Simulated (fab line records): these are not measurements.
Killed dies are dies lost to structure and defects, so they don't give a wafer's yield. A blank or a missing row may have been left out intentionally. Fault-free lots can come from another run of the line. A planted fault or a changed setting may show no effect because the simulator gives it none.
A struck lot beside a sound one | flow sky130 | 18 out of 708 route steps
Sound: these wafers, L705.1, L705.2, L705.3. Struck: wafer L712.2. (L712.3 of the same lot was not struck and is left out.) The cause comes at the end.
Each step with rows lists, per side, the tool, then ch with its chambers, then its first start. Under that, the readings that differ: sound wafers | struck wafers | difference of the means | sigmas: that difference in standard deviations of wafers without a fault.
alike: readings whose means differ by less than 2 such deviations, and words and numbers that are the same on both sides. not compared: withheld readings, readings that some wafer has no value for, bounds like >300 that may hide the same value, and numbers for which the record gives no deviation and whose values overlap.
The two part at a step that has a row with sigmas, a row that says differs or no value, or rows on one side only. Numbers that have no deviation but don't overlap get no sigmas and don't part them. Lack of a reading on every wafer of one side parts them only where that side has two or more wafers.

first, 2 steps without rows for these wafers: SKY_CONTACT_PEB_12; SKY_CONTACT_DEVELOP_13 (develop time 60 s).
SKY_CONTACT_CD_MEAS_14 targets a cd of 170 nm.
  sound: cd sem-02 at day 32 09:18; struck: cd sem-01 at day 35 02:41
  alike: cd nm
SKY_CONTACT_OVL_MEAS_15:
  sound: overlay-02 at day 32 09:25; struck: overlay-02 at day 35 02:47
  alike: CONTACT_OVL
SKY_CONTACT_ETCH_16: etches BARC in N2/H2, stops on SiO2, time 45.9 s, target depth 60 nm.
  sound on rie diel-03 ch 0,2,3, day 32 09:28; struck on rie diel-03 ch 3, day 35 02:49
  reading                | sound  | struck | difference | sigmas
  rf hours counter h (h) | 5 8 14 | 16     | +7         |
  alike: drypump motor current A, h2 flow sccm, oes product au, throttle valve pct
SKY_CONTACT_ETCH_17: etches SiO2 in C4F8/O2/Ar, stops on Si3N4, target depth 340 nm.
  sound on rie diel-03 ch 0,2,3, day 32 09:30; struck on rie diel-03 ch 3, day 35 02:51
  alike: oes product au
SKY_CONTACT_ETCH_18: etches Si3N4 in CHF3/O2, stops on TiN, time 39 s, target depth 75 nm.
  sound: rie diel-03 ch 0,2,3; struck: rie diel-03 ch 3
  reading                | sound  | struck | difference | sigmas
  rf hours counter h (h) | 5 8 14 | 16     | +7         |
  alike: drypump motor current A, oes product au, throttle valve pct
SKY_CONTACT_STRIP_19: strips in O2/N2.
  sound on plasma asher-03 ch 0,1, day 32 09:35; struck on plasma asher-03 ch 0, day 35 02:56
  alike: drypump motor current A, oes product au, strip time to endpoint s
  not compared: rf hours counter h
then, 4 steps without rows for these wafers: SKY_CONTACT_STRIP_20 (strips in post etch residue remover, time 1200 s); SKY_CONTACT_CLEAN_21 (cleans in IPA, time 180 s); SKY_CONTACT_CLEAN_22 (cleans in O3/DIW); SKY_CONTACT_SPUTTER_23 (material TiN, target thk 20 nm, time 80 s).
SKY_CONTACT_CVD_24: deposits W, target thk 340 nm, time 102.12 s.
  sound on cvd w-02 ch 0,1, day 32 10:14; struck on cvd w-01 ch 1, day 35 03:36
  reading                               | sound             | struck | difference | sigmas
  model.W_of_CONTACT_CVD_24.thk nm (nm) | 338.5 336.8 336.5 | 242.1  | -95.2      |
  alike: heater power w
SKY_CONTACT_RS_MEAS_25: measures by four-point-probe.
  sound: film metro-01 at day 32 10:21; struck: film metro-04 at day 35 04:01
  reading               | sound             | struck | difference | sigmas
  CONTACT_W_RS (ohm/sq) | 0.339 0.341 0.341 | 0.477  | +0.137     | +43
  not compared: hold
SKY_CONTACT_THK_MEAS_26: measures by xrf.
  sound: film metro-01 at day 32 10:28; struck: film metro-04 at day 35 10:23
  reading            | sound       | struck | difference | sigmas
  CONTACT_W_THK (nm) | 342 340 339 | 243    | -97        | -26
  not compared: hold
SKY_CONTACT_CMP_27: polishes, stops on SiO2, t overpolish 15 s, target thk 0 nm.
  sound on cmp-01 ch 0,1,2, day 32 10:32; struck on cmp-01 ch 0, day 35 13:04
  reading                | sound    | struck                   | difference                   | sigmas
  hold                   | - - -    | await dispo/2.2h/release | no value on the sound wafers |
  time to endpoint s (s) | 86 83 89 | 63                       | -23                          | -7
  alike: motor current A, slurry filter dp kPa
SKY_METAL1_SPUTTER_00: material Ti, target thk 15 nm, time 10 s.
  sound: pvd sputter-04 at day 32 10:50; struck: pvd sputter-02 at day 35 13:22
  alike: throttle valve pct
then, 1 step without rows for these wafers: SKY_PAD_OPEN_PROBE_99.

## WHERE THEY PART
Last at SKY_CONTACT_CMP_27 as far as this record goes, first at SKY_CONTACT_RS_MEAS_25. Later steps at which nothing parts them and some readings are alike: SKY_METAL1_SPUTTER_00.

WHY: whatever the simulator had introduced
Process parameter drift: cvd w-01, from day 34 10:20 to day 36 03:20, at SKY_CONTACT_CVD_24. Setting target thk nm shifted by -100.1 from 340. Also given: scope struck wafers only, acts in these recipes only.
